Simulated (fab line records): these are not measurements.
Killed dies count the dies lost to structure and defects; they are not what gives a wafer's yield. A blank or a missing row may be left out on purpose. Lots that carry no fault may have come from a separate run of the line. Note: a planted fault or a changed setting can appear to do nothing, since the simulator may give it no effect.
Which of the tools did it? ; flow gf180mcu ; 12 lots, 36 wafers sampled, at 6 steps of a route of 602

## WHAT EACH GAUGE READ, for each wafer
GF_VT_IMPLANT_RS_MEAS_46: measures by four-point-probe.
lot;measured;on;MVSD_RS (ohm/sq)
L995;day 7 14:47;film_metro-04;455.6 456.9 455.2
L997;day 8 09:16;film_metro-01;456.1 456.1 456.5
L998;day 8 12:30;film_metro-03;456.5 457.3 455.6
L999;day 8 18:41;film_metro-01;455.9 457.2 456.8
L101;day 9 08:14;film_metro-04;456.4 455.7 456.1
L104;day 10 03:37;film_metro-03;454.8 455.0 453.7
L106;day 10 21:13;film_metro-01;456.5 455.8 454.9
L111;day 12 09:07;film_metro-03;457.5 459.2 458.3
L112;day 12 15:20;film_metro-04;453.0 454.5 454.5
L113;day 12 23:25;film_metro-03;456.0 456.0 457.1
L114;day 13 06:51;film_metro-04;455.7 456.3 455.9
L117;day 13 23:17;film_metro-01;457.6 456.1 457.8

GF_DUAL_GATE_OVL_MEAS_11.
lot;measured;on;DUAL_GATE_OVL (nm)
L995;day 8 08:25;overlay-01;-1.5 1.4 0.3
L997;day 9 03:09;overlay-01;1.4 -2.1 1.9
L998;day 9 07:26;overlay-01;-0.2 -0.4 -0.6
L999;day 9 13:24;overlay-02;0.8 0.3 1.2
L101;day 10 05:32;overlay-01;0.5 -0.8 -0.7
L104;day 11 00:57;overlay-02;2.4 1.8 3.2
L106;day 11 18:46;overlay-02;1.3 1.3 1.9
L111;day 13 07:36;overlay-01;2.0 2.3 4.0
L112;day 13 13:59;overlay-02;0.3 0.5 -2.1
L113;day 13 22:08;overlay-01;1.7 0.4 1.0
L114;day 14 05:49;overlay-01;1.4 0.3 0.8
L117;day 15 04:09;overlay-02;-1.4 -0.2 -0.4

GF_POLY_GATE_CD_MEAS_10: the cd target is 280 nm.
lot;measured;on;cd_nm (nm)
L995;day 9 04:36;cd_sem-02;279.6 279.4 280.9
L997;day 10 01:29;cd_sem-02;279.3 280.2 278.9
L998;day 10 04:15;cd_sem-02;277.4 278.1 278.8
L999;day 10 10:59;cd_sem-02;278.9 277.1 277.9
L101;day 11 04:11;cd_sem-01;280.3 280.7 281.0
L104;day 11 23:19;cd_sem-01;278.6 276.4 279.8
L106;day 12 17:34;cd_sem-01;279.4 279.0 279.3
L111;day 14 09:02;cd_sem-01;280.7 279.1 279.7
L112;day 14 15:02;cd_sem-01;279.7 279.5 279.1
L113;day 15 03:20;cd_sem-01;280.8 280.3 281.0
L114;day 15 10:30;cd_sem-01;279.2 279.4 278.8
L117;day 16 07:31;cd_sem-01;282.9 280.7 282.5

GF_PSD_RS_MEAS_14: measures by four-point-probe.
lot;measured;on;NSD_RS (ohm/sq)
L995;day 14 04:19;film_metro-03;46.05 46.10 46.05
L997;day 15 04:20;film_metro-02;46.05 46.10 46.17
L998;day 15 11:20;film_metro-02;46.07 46.00 45.99
L999;day 15 17:45;film_metro-03;46.07 46.04 46.11
L101;day 16 13:18;film_metro-03;46.18 46.08 46.21
L104;day 17 13:13;film_metro-02;44.47 44.64 44.52
L106;day 18 11:47;film_metro-01;44.52 44.56 44.57
L111;day 20 11:58;film_metro-02;45.87 46.02 45.96
L112;day 20 18:29;film_metro-02;45.97 46.07 46.09
L113;day 21 06:31;film_metro-03;46.10 46.14 46.15
L114;day 21 13:39;film_metro-02;46.16 46.03 46.12
L117;day 22 12:13;film_metro-03;46.05 46.11 46.00

## EACH LOT AND THE TOOL THAT RAN IT (in order: tool; ch and the chambers of the sampled wafers; start)
lot;GF_NSD_IMPLANT_09;GF_NSD_STRIP_11
L995;implanter-04 ch 0, day 13 06:43;plasma_asher-01 ch 0,1, day 13 06:59
L997;implanter-04 ch 0, day 14 07:03;plasma_asher-01 ch 0,1, day 14 07:21
L998;implanter-03 ch 0, day 14 13:14;plasma_asher-02 ch 0,1, day 14 13:32
L999;implanter-04 ch 0, day 14 19:14;plasma_asher-03 ch 0,1, day 14 19:32
L101;implanter-03 ch 0, day 15 14:44;plasma_asher-02 ch 0,1, day 15 15:02
L104;implanter-03 ch 0, day 16 14:05;plasma_asher-03 ch 0, day 16 14:21
L106;implanter-03 ch 0, day 17 11:33;plasma_asher-03 ch 0,1, day 17 11:50
L111;implanter-02 ch 0, day 19 11:02;plasma_asher-03 ch 0,1, day 19 11:19
L112;implanter-04 ch 0, day 19 17:33;plasma_asher-01 ch 0,1, day 19 17:51
L113;implanter-03 ch 0, day 20 05:30;plasma_asher-01 ch 0,1, day 20 05:47
L114;implanter-04 ch 0, day 20 12:59;plasma_asher-01 ch 0,1, day 20 13:14
L117;implanter-02 ch 0, day 21 12:03;plasma_asher-01 ch 0,1, day 21 12:20
- GF_NSD_IMPLANT_09
- GF_NSD_STRIP_11: strips in O2/N2.

## WHAT THE TOOLS THEMSELVES READ (means of the sampled wafers that have a number; where no wafer has one, the mark that the record gives instead)
GF_NSD_IMPLANT_09.
lot;tool;beam_on_s (s);dose_ions_cm2;tilt_deg (degrees)
L995;implanter-04;18.6;3.995e+15;7.034
L997;implanter-04;18.3;4.005e+15;6.997
L998;implanter-03;18.2;4.001e+15;6.969
L999;implanter-04;18.3;3.996e+15;6.996
L101;implanter-03;18.4;4.001e+15;7.006
L104;implanter-03;27.6;6.014e+15;6.969
L106;implanter-03;28.0;6.003e+15;6.983
L111;implanter-02;20.3;3.996e+15;7.029
L112;implanter-04;18.3;4.001e+15;7.004
L113;implanter-03;18.4;4.001e+15;7.036
L114;implanter-04;18.6;4.002e+15;7.048
L117;implanter-02;20.1;3.993e+15;6.996

GF_NSD_STRIP_11.
lot;tool;drypump_motor_current_A (A);heater_power_w (W);o2_flow_sccm (sccm);oes_product_au (a.u.);strip_time_to_endpoint_s (s)
L995;plasma_asher-01;6.1;359;3008;0.487;22.92
L997;plasma_asher-01;6.1;355;2998;0.484;22.97
L998;plasma_asher-02;5.2;327;2999;0.487;22.98
L999;plasma_asher-03;6.3;334;2994;0.491;22.93
L101;plasma_asher-02;5.1;332;3001;0.488;23.02
L104;plasma_asher-03;6.1;323;3004;0.475;23.88
L106;plasma_asher-03;6.5;330;3001;0.478;23.95
L111;plasma_asher-03;6.4;345;3001;0.490;23.02
L112;plasma_asher-01;6.1;360;2999;0.488;22.97
L113;plasma_asher-01;5.8;381;3003;0.488;22.97
L114;plasma_asher-01;6.1;358;3010;0.489;23.03
L117;plasma_asher-01;6.1;359;2997;0.489;23.03

## THE ANSWER, worked out from the rows above alone
Rule: what is usual is taken from the lots themselves. Put in order of their means at a reading, lots are off if they are a third of the lots or fewer, leave a main group of 4 or more, and stand apart from it by a gap of 3 or more times the standard deviation of the main group's means; of several such gaps the widest counts. A main group is skipped when, at the precision printed for the reading in the tables above, its means are all equal. A lot without any number at a reading at which 4 lots or more have one is off too. Where the step has rows for the other lots, those lots are counted as sound. After the gauges, taken in route order, come the tools' own readings; for these a lot's mean is taken, as printed above. At the first step where some lot is off, the reading lying furthest off is the one used; lots without a number count as furthest.
Off: L104, L106, at GF_PSD_RS_MEAS_14 (NSD_RS). The main group has a mean of 46.07 ohm/sq with a standard deviation of 0.056.
A tool fits if, at a process step before that reading, it ran every lot that is off, and no sound lot after the first of them. Not tried: the gauges at GF_PSD_RS_MEAS_14; whatever is off there is also off at GF_NSD_IMPLANT_09, on other tools, and gauge error can't account for it. No candidate that was tried fits.

## WHAT THE SIMULATOR HAD INSERTED
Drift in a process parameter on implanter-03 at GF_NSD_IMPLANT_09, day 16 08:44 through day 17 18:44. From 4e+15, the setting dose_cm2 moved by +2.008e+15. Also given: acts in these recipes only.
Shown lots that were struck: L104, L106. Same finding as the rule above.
